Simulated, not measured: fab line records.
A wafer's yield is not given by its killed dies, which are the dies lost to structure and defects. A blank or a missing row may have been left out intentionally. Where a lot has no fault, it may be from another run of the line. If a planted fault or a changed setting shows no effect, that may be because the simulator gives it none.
Comparing a struck lot with a sound one || flow sky130 || 15 steps out of a route of 708
Sound: the wafers L543.3, L543.5, L543.6. Struck: wafers L533.3, L533.6. (L533.5 of the same lot was not struck and is left out.) The cause comes at the end.
For every step that has rows: the tool of each side, followed by ch and its chambers, followed by its first start. Under that, the readings that differ: sound wafers || struck wafers || difference of the means || sigmas: that difference in standard deviations of wafers without a fault.
alike: readings whose means differ by less than 2 such deviations, and words and numbers that are the same on both sides. not compared: withheld readings, readings that some wafer has no value for, bounds like >300 that may hide the same value, and numbers for which the record gives no deviation and whose values overlap.
The two part at a step that has a row with sigmas, a row that says differs or no value, or rows on one side only. When numbers do not overlap yet have no deviation, they are printed without sigmas and do not part them. A reading that every wafer of one side lacks parts them only if that side has two wafers or more.

first, 3 steps without rows for these wafers: SKY_LDD_N_EXPOSE_04 (exposes mask NTM, target cd 840 nm); SKY_LDD_N_PEB_05; SKY_LDD_N_DEVELOP_06 (develop time 60 s).
SKY_LDD_N_OVL_MEAS_07:
  sound: overlay-02 at day 23 15:10; struck: overlay-02 at day 20 05:40
  alike: LDD_N_OVL
then, 8 steps without rows for these wafers: SKY_LDD_N_IMPLANT_08; SKY_LDD_N_IMPLANT_09; SKY_LDD_N_IMPLANT_10; SKY_LDD_N_IMPLANT_11; SKY_LDD_N_IMPLANT_12; SKY_LDD_N_IMPLANT_13; SKY_LDD_N_IMPLANT_14; SKY_LDD_N_IMPLANT_15.
SKY_LDD_N_STRIP_16: strips in O2/N2.
  sound on plasma asher-03 ch 0,1, day 23 16:25; struck on plasma asher-04 ch 1, day 20 06:55
{"reading": "overash fraction", "sound": "0.5 0.5 0.5", "struck": "0.3 0.3", "difference": -0.2, "sigmas": ""}
  alike: chamber pressure mTorr, drypump motor current A, oes product au, strip time to endpoint s
  not compared: rf hours counter h
SKY_LDD_N_TW_MEAS_17:
  sound: film metro-01 at day 23 16:31; struck: film metro-01 at day 20 07:01
  alike: LDD_N_TW
SKY_PAD_OPEN_PROBE_99:
  the record has rows for the sound wafers here (prober-01, day 49 14:58) and none for the struck ones

== WHERE THEY PART ==
Within this record, at SKY_PAD_OPEN_PROBE_99 only.

WHY: whatever the simulator had introduced
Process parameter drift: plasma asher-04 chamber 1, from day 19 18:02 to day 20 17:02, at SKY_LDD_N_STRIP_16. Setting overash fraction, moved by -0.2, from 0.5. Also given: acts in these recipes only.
